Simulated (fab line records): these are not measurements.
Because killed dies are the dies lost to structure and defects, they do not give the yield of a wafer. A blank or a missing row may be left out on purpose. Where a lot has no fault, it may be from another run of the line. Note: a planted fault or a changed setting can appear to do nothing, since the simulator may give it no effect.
Chamber matching | flow gf180mcu | GF_V2_CVD_02 on pecvd-04 has 3 sister chambers
The step deposits SiO2 from TEOS, target thk 850 nm, time 94.851 s. 3 wafers are shown with their chamber, then 10 later ones without.

WAFERS WITH THEIR CHAMBER
wafer  | chamber | heater-power-w (W)
L088.6 | 0       | 587
L092.3 | 2       | 616
L092.4 | 1       | 806

WAFERS WHOSE CHAMBER IS MISSING
wafer  | heater-power-w (W)
L092.6 | 602
L093.1 | 603
L093.5 | 651
L093.6 | 636
L095.1 | 813
L095.4 | 659
L095.5 | 631
L096.2 | 830
L096.4 | 533
L096.5 | 620

CHAMBER TAKEN BY EACH
wafer  | from the rows above     | in truth
L092.6 | can't be placed: 2 or 0 | 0
L093.1 | can't be placed: 2 or 0 | 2
L093.5 | can't be placed: 2 or 0 | 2
L093.6 | can't be placed: 2 or 0 | 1
L095.1 | 1                       | 1
L095.4 | can't be placed: 2 or 0 | 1
L095.5 | can't be placed: 2 or 0 | 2
L096.2 | 1                       | 1
L096.4 | can't be placed: 0 or 2 | 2
L096.5 | can't be placed: 2 or 0 | 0
Correct placement for 2 of the 10. Cannot be placed on the basis of these rows: 8; the candidates contain the true chamber in 6. Number placed wrongly: 0.
How it was worked out, from the rows above alone: a wafer's distance from a chamber is the root of the sum, over the readings, of the square of ((its reading less the chamber's mean) divided by the reading's scatter). The wafer belongs to the nearest chamber; if the next one is less than 2 further off, it can't be placed. Each chamber's mean is taken over the wafers shown for it. The scatter: root of mean squared gap, hidden wafer to nearest shown wafer, with one shown wafer a chamber.
